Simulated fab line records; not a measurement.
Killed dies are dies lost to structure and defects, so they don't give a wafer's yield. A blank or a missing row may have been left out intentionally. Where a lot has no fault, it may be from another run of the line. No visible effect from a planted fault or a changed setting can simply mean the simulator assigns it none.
Which tool was responsible? | flow sky130 | 72 wafers from 24 lots sampled at 6 of the route's 708 steps

== WHAT THE GAUGES SHOWED, per wafer ==
SKY_VIA1_OVL_MEAS_13. Usual: VIA1_OVL 2 nm, standard deviation 5.8.
lot  | measured     | on         | VIA1_OVL (nm) | flag
L074 | day 33 07:56 | overlay-02 | 7 3 6         |
L075 | day 34 07:55 | overlay-02 | 3 1 -5        |
L076 | day 35 03:27 | overlay-01 | 10 6 13       |
L078 | day 35 07:04 | overlay-01 | -6 -12 1      |
L077 | day 35 11:15 | overlay-02 | 0 1 -2        |
L079 | day 36 06:36 | overlay-02 | -1 6 1        |
L080 | day 36 22:55 | overlay-02 | -2 6 6        |
L082 | day 36 23:17 | overlay-02 | -2 0 -10      |
L081 | day 37 03:22 | overlay-02 | 3 -2 3        |
L083 | day 37 04:56 | overlay-02 | -4 5 10       |
L084 | day 37 07:03 | overlay-02 | 1 4 2         |
L086 | day 39 01:16 | overlay-02 | -1 6 0        |
L085 | day 39 01:30 | overlay-02 | -14 -2 -2     |
L087 | day 38 23:39 | overlay-01 | 6 4 3         |
L088 | day 39 03:56 | overlay-02 | -1 -6 -3      |
L089 | day 39 06:01 | overlay-01 | -9 -2 -2      |
L090 | day 39 05:41 | overlay-02 | 6 -3 -1       |
L091 | day 39 07:19 | overlay-02 | 7 0 8         |
L092 | day 39 10:15 | overlay-01 | 2 9 -3        |
L093 | day 39 23:13 | overlay-01 | 5 7 6         |
L094 | day 40 09:16 | overlay-02 | 3 -1 4        |
L095 | day 40 09:38 | overlay-02 | 10 13 17      |
L096 | day 40 15:23 | overlay-02 | 4 4 -7        |
L097 | day 41 05:34 | overlay-01 | -4 8 3        |

SKY_PASSIVATION_THK_MEAS_01. Usual: PASSIVATION_CVD_00_THK 90.1 nm, standard deviation 1.3.
lot  | measured     | on            | PASSIVATION_CVD_00_THK (nm) | flag
L074 | day 43 08:46 | film metro-03 | 87.3 87.2 89.6              |
L075 | day 44 04:25 | film metro-01 | 90.4 88.2 89.6              |
L076 | day 44 20:14 | film metro-02 | 90.4 90.3 90.9              |
L078 | day 44 20:31 | film metro-02 | 89.2 89.7 89.4              |
L077 | day 45 01:37 | film metro-01 | 89.6 89.7 89.8              |
L079 | day 45 18:28 | film metro-02 | 90.1 90.1 90.1              |
L080 | day 46 06:04 | film metro-01 | 89.2 89.8 90.7              |
L082 | day 46 07:32 | film metro-02 | 91.3 92.2 92.9              |
L081 | day 46 11:01 | film metro-02 | 90.7 90.1 91.9              |
L083 | day 46 13:07 | film metro-01 | 88.8 88.5 89.2              |
L084 | day 46 12:38 | film metro-01 | 90.0 91.1 90.7              |
L086 | day 47 22:34 | film metro-03 | 89.1 90.9 90.2              |
L085 | day 48 00:26 | film metro-03 | 89.9 92.0 93.6              |
L087 | day 47 19:37 | film metro-01 | 89.4 90.6 91.1              |
L088 | day 48 01:26 | film metro-03 | 88.6 90.2 91.7              |
L089 | day 48 04:43 | film metro-02 | 87.7 88.3 87.8              |
L090 | day 48 03:37 | film metro-02 | 89.5 91.0 90.2              |
L091 | day 48 06:37 | film metro-02 | 88.6 90.6 90.9              |
L092 | day 48 08:07 | film metro-02 | 90.7 92.2 92.6              |
L093 | day 48 16:24 | film metro-02 | 88.4 90.5 91.0              |
L094 | day 49 01:15 | film metro-01 | 90.1 89.4 89.2              |
L095 | day 49 02:10 | film metro-02 | 88.4 90.2 91.5              |
L096 | day 49 05:16 | film metro-03 | 89.6 90.8 90.7              |
L097 | day 49 16:01 | film metro-03 | 90.9 92.3 92.1              |

== WHICH TOOL RAN EACH LOT (tool, then ch and the chambers of the sampled wafers, then the start) ==
lot  | SKY_PWDE_STRIP_09                   | SKY_METAL2_METAL_ETCH_19          | SKY_METAL3_SPUTTER_03        | SKY_METAL3_SPUTTER_04
L074 | plasma asher-02 ch 0,1, day 3 16:09 | rie metal-04 ch 0,1, day 34 13:31 | pvd sputter-01, day 35 19:19 | pvd sputter-01, day 35 19:20
L075 | plasma asher-04 ch 0,1, day 4 06:17 | rie metal-03 ch 0,1, day 35 12:49 | pvd sputter-03, day 36 18:18 | pvd sputter-03, day 36 18:19
L076 | plasma asher-02 ch 0,1, day 4 19:10 | rie metal-03 ch 0,1, day 36 07:38 | pvd sputter-03, day 37 12:56 | pvd sputter-03, day 37 12:57
L078 | plasma asher-02 ch 0,1, day 4 21:39 | rie metal-04 ch 0, day 36 11:38   | pvd sputter-01, day 37 15:36 | pvd sputter-01, day 37 15:37
L077 | plasma asher-04 ch 1, day 4 21:53   | rie metal-01 ch 0,1, day 36 15:20 | pvd sputter-03, day 37 20:13 | pvd sputter-03, day 37 20:14
L079 | plasma asher-03 ch 1, day 5 08:56   | rie metal-03 ch 0, day 37 10:53   | pvd sputter-01, day 38 15:15 | pvd sputter-01, day 38 15:16
L080 | plasma asher-04 ch 0,1, day 5 19:13 | rie metal-01 ch 0,1, day 38 01:59 | pvd sputter-02, day 39 06:20 | pvd sputter-02, day 39 06:22
L082 | plasma asher-03 ch 1, day 6 00:55   | rie metal-03 ch 0, day 38 02:28   | pvd sputter-01, day 39 06:41 | pvd sputter-01, day 39 06:43
L081 | plasma asher-04 ch 0,1, day 6 01:00 | rie metal-01 ch 0,1, day 38 07:07 | pvd sputter-01, day 39 11:08 | pvd sputter-01, day 39 11:10
L083 | plasma asher-02 ch 0,1, day 6 01:21 | rie metal-04 ch 0, day 38 08:26   | pvd sputter-03, day 39 11:48 | pvd sputter-03, day 39 11:49
L084 | plasma asher-04 ch 0,1, day 6 04:25 | rie metal-03 ch 0,1, day 38 10:19 | pvd sputter-01, day 39 14:01 | pvd sputter-01, day 39 14:02
L086 | plasma asher-03 ch 0,1, day 6 17:52 | rie metal-03 ch 0, day 40 03:52   | pvd sputter-01, day 41 07:03 | pvd sputter-01, day 41 07:04
L085 | plasma asher-02 ch 0,1, day 6 18:24 | rie metal-01 ch 0,1, day 40 04:11 | pvd sputter-03, day 41 07:44 | pvd sputter-03, day 41 07:45
L087 | plasma asher-03 ch 0,1, day 7 00:07 | rie metal-04 ch 1, day 40 01:31   | pvd sputter-02, day 41 05:01 | pvd sputter-02, day 41 05:02
L088 | plasma asher-04 ch 0,1, day 7 05:58 | rie metal-01 ch 0,1, day 40 06:10 | pvd sputter-01, day 41 09:37 | pvd sputter-01, day 41 09:38
L089 | plasma asher-03 ch 0,1, day 7 11:04 | rie metal-04 ch 0,1, day 40 09:17 | pvd sputter-02, day 41 12:26 | pvd sputter-02, day 41 12:28
L090 | plasma asher-03 ch 0,1, day 7 12:38 | rie metal-04 ch 0,1, day 40 08:09 | pvd sputter-02, day 41 11:38 | pvd sputter-02, day 41 11:39
L091 | plasma asher-04 ch 0,1, day 7 21:07 | rie metal-03 ch 0,1, day 40 09:38 | pvd sputter-01, day 41 12:44 | pvd sputter-01, day 41 12:46
L092 | plasma asher-03 ch 0,1, day 8 00:46 | rie metal-03 ch 0,1, day 40 12:52 | pvd sputter-02, day 41 15:36 | pvd sputter-02, day 41 15:37
L093 | plasma asher-02 ch 0,1, day 8 04:28 | rie metal-03 ch 0,1, day 41 01:34 | pvd sputter-02, day 42 04:11 | pvd sputter-02, day 42 04:12
L094 | plasma asher-04 ch 0,1, day 8 12:36 | rie metal-04 ch 0,1, day 41 11:10 | pvd sputter-02, day 42 13:41 | pvd sputter-02, day 42 13:43
L095 | plasma asher-04 ch 0,1, day 8 19:16 | rie metal-03 ch 0,1, day 41 12:01 | pvd sputter-02, day 42 14:34 | pvd sputter-02, day 42 14:35
L096 | plasma asher-04 ch 0,1, day 9 00:52 | rie metal-03 ch 0,1, day 41 17:05 | pvd sputter-03, day 42 19:36 | pvd sputter-03, day 42 19:37
L097 | plasma asher-04 ch 0,1, day 9 13:10 | rie metal-03 ch 0,1, day 42 06:13 | pvd sputter-01, day 43 08:29 | pvd sputter-01, day 43 08:31
- SKY_PWDE_STRIP_09: strips in O2/N2.
- SKY_METAL2_METAL_ETCH_19: etches the open film in Cl2/BCl3, stops on SiO2, target depth 360 nm, time 78 s.
- SKY_METAL3_SPUTTER_03: material Ti, target thk 5 nm, time 3.3 s.
- SKY_METAL3_SPUTTER_04: material TiN, target thk 70 nm, time 58.3 s.

== AS READ BY THE TOOLS THEMSELVES (means over the sampled wafers that have a number; for cases with no such wafer, the mark the record gives instead) ==
SKY_PWDE_STRIP_09. Usual: drypump motor current A 5.8 A, standard deviation 0.41; oes product au 0.723 a.u., standard deviation 0.0045; strip time to endpoint s 36.93 s, standard deviation 0.099.
lot  | tool            | drypump motor current A (A) | oes product au (a.u.) | strip time to endpoint s (s) | flag
L074 | plasma asher-02 | 5.3                         | 0.722                 | 36.96                        |
L075 | plasma asher-04 | 6.1                         | 0.722                 | 37.06                        |
L076 | plasma asher-02 | 5.3                         | 0.725                 | 36.98                        |
L078 | plasma asher-02 | 5.2                         | 0.724                 | 36.97                        |
L077 | plasma asher-04 | 6.1                         | 0.731                 | 37.04                        |
L079 | plasma asher-03 | 5.9                         | 0.722                 | 36.92                        |
L080 | plasma asher-04 | 6.1                         | 0.723                 | 36.92                        |
L082 | plasma asher-03 | 5.9                         | 0.725                 | 36.82                        |
L081 | plasma asher-04 | 6.2                         | 0.720                 | 36.95                        |
L083 | plasma asher-02 | 5.2                         | 0.719                 | 36.82                        |
L084 | plasma asher-04 | 6.2                         | 0.722                 | 36.89                        |
L086 | plasma asher-03 | 5.7                         | 0.722                 | 36.95                        |
L085 | plasma asher-02 | 5.2                         | 0.720                 | 36.70                        |
L087 | plasma asher-03 | 5.5                         | 0.722                 | 36.82                        |
L088 | plasma asher-04 | 6.1                         | 0.723                 | 37.01                        |
L089 | plasma asher-03 | 5.5                         | 0.719                 | 37.03                        |
L090 | plasma asher-03 | 5.5                         | 0.725                 | 36.95                        |
L091 | plasma asher-04 | 6.2                         | 0.726                 | 36.90                        |
L092 | plasma asher-03 | 5.7                         | 0.721                 | 36.95                        |
L093 | plasma asher-02 | 5.3                         | 0.721                 | 36.89                        |
L094 | plasma asher-04 | 6.2                         | 0.724                 | 36.97                        |
L095 | plasma asher-04 | 6.1                         | 0.723                 | 37.00                        |
L096 | plasma asher-04 | 6.1                         | 0.725                 | 37.10                        |
L097 | plasma asher-04 | 6.1                         | 0.721                 | 36.81                        |

SKY_METAL2_METAL_ETCH_19. Usual: drypump motor current A 6.1 A, standard deviation 0.47; oes product au 0.854 a.u., standard deviation 0.0052; throttle valve pct 22.265 %, standard deviation 0.0097.
lot  | tool         | drypump motor current A (A) | oes product au (a.u.) | throttle valve pct (%) | flag
L074 | rie metal-04 | 6.1                         | 0.851                 | 22.270                 |
L075 | rie metal-03 | 6.3                         | 0.849                 | 22.259                 |
L076 | rie metal-03 | 6.2                         | 0.848                 | 22.269                 |
L078 | rie metal-04 | 5.9                         | 0.851                 | 22.256                 |
L077 | rie metal-01 | 5.4                         | 0.852                 | 22.267                 |
L079 | rie metal-03 | 6.6                         | 0.856                 | 22.272                 |
L080 | rie metal-01 | 5.6                         | 0.858                 | 22.271                 |
L082 | rie metal-03 | 6.5                         | 0.852                 | 22.262                 |
L081 | rie metal-01 | 5.4                         | 0.855                 | 22.252                 |
L083 | rie metal-04 | 5.8                         | 0.852                 | 22.266                 |
L084 | rie metal-03 | 6.2                         | 0.847                 | 22.265                 |
L086 | rie metal-03 | 6.5                         | 0.853                 | 22.262                 |
L085 | rie metal-01 | 5.4                         | 0.858                 | 22.258                 |
L087 | rie metal-04 | 6.5                         | 0.855                 | 22.277                 |
L088 | rie metal-01 | 5.4                         | 0.850                 | 22.263                 |
L089 | rie metal-04 | 6.3                         | 0.862                 | 22.271                 |
L090 | rie metal-04 | 6.3                         | 0.858                 | 22.260                 |
L091 | rie metal-03 | 6.2                         | 0.858                 | 22.264                 |
L092 | rie metal-03 | 6.0                         | 0.854                 | 22.268                 |
L093 | rie metal-03 | 6.0                         | 0.855                 | 22.271                 |
L094 | rie metal-04 | 6.1                         | 0.854                 | 22.273                 |
L095 | rie metal-03 | 6.0                         | 0.860                 | 22.270                 |
L096 | rie metal-03 | 6.3                         | 0.853                 | 22.273                 |
L097 | rie metal-03 | 6.2                         | 0.852                 | 22.271                 |

SKY_METAL3_SPUTTER_03. Usual: throttle valve pct reads 29.8 % (standard deviation 1.2).
lot  | tool           | throttle valve pct (%) | flag
L074 | pvd sputter-01 | 30.0                   |
L075 | pvd sputter-03 | 29.2                   |
L076 | pvd sputter-03 | 28.7                   |
L078 | pvd sputter-01 | 31.0                   |
L077 | pvd sputter-03 | 29.8                   |
L079 | pvd sputter-01 | 29.3                   |
L080 | pvd sputter-02 | 29.8                   |
L082 | pvd sputter-01 | 30.0                   |
L081 | pvd sputter-01 | 29.9                   |
L083 | pvd sputter-03 | 29.7                   |
L084 | pvd sputter-01 | 29.1                   |
L086 | pvd sputter-01 | 29.4                   |
L085 | pvd sputter-03 | 30.9                   |
L087 | pvd sputter-02 | 29.4                   |
L088 | pvd sputter-01 | 28.9                   |
L089 | pvd sputter-02 | 30.1                   |
L090 | pvd sputter-02 | 30.8                   |
L091 | pvd sputter-01 | 29.9                   |
L092 | pvd sputter-02 | 29.2                   |
L093 | pvd sputter-02 | 30.9                   |
L094 | pvd sputter-02 | 29.8                   |
L095 | pvd sputter-02 | 30.4                   |
L096 | pvd sputter-03 | 29.6                   |
L097 | pvd sputter-01 | 29.5                   |

SKY_METAL3_SPUTTER_04. Usual: throttle valve pct reads 29.8 % (standard deviation 1.2).
lot  | tool           | throttle valve pct (%) | flag
L074 | pvd sputter-01 | 29.9                   |
L075 | pvd sputter-03 | 29.1                   |
L076 | pvd sputter-03 | 28.7                   |
L078 | pvd sputter-01 | 31.1                   |
L077 | pvd sputter-03 | 29.8                   |
L079 | pvd sputter-01 | 29.4                   |
L080 | pvd sputter-02 | 29.9                   |
L082 | pvd sputter-01 | 29.9                   |
L081 | pvd sputter-01 | 29.9                   |
L083 | pvd sputter-03 | 29.4                   |
L084 | pvd sputter-01 | 29.1                   |
L086 | pvd sputter-01 | 29.3                   |
L085 | pvd sputter-03 | 30.9                   |
L087 | pvd sputter-02 | 29.5                   |
L088 | pvd sputter-01 | 28.9                   |
L089 | pvd sputter-02 | 30.0                   |
L090 | pvd sputter-02 | 30.6                   |
L091 | pvd sputter-01 | 30.0                   |
L092 | pvd sputter-02 | 29.1                   |
L093 | pvd sputter-02 | 31.0                   |
L094 | pvd sputter-02 | 29.8                   |
L095 | pvd sputter-02 | 30.4                   |
L096 | pvd sputter-03 | 29.7                   |
L097 | pvd sputter-01 | 29.8                   |

== THE ANSWER, worked out from the rows above alone ==
Rule: lot off if the mean of its wafers having a number is beyond 3 standard deviations from the usual mean. A lot without any number at a reading at which 4 lots or more have one is off too. Any other lot the step has rows for is counted as sound. The gauges are gone through in route order, then the tools' own readings, and for those a lot's mean is taken as printed above. The first step at which some lot is off is used, and at that step the reading that is off furthest; a lot without a number counts as furthest.
Across all readings shown, no lot is off: no conclusion can be drawn from this.

== WHAT THE SIMULATOR HAD PUT IN ==
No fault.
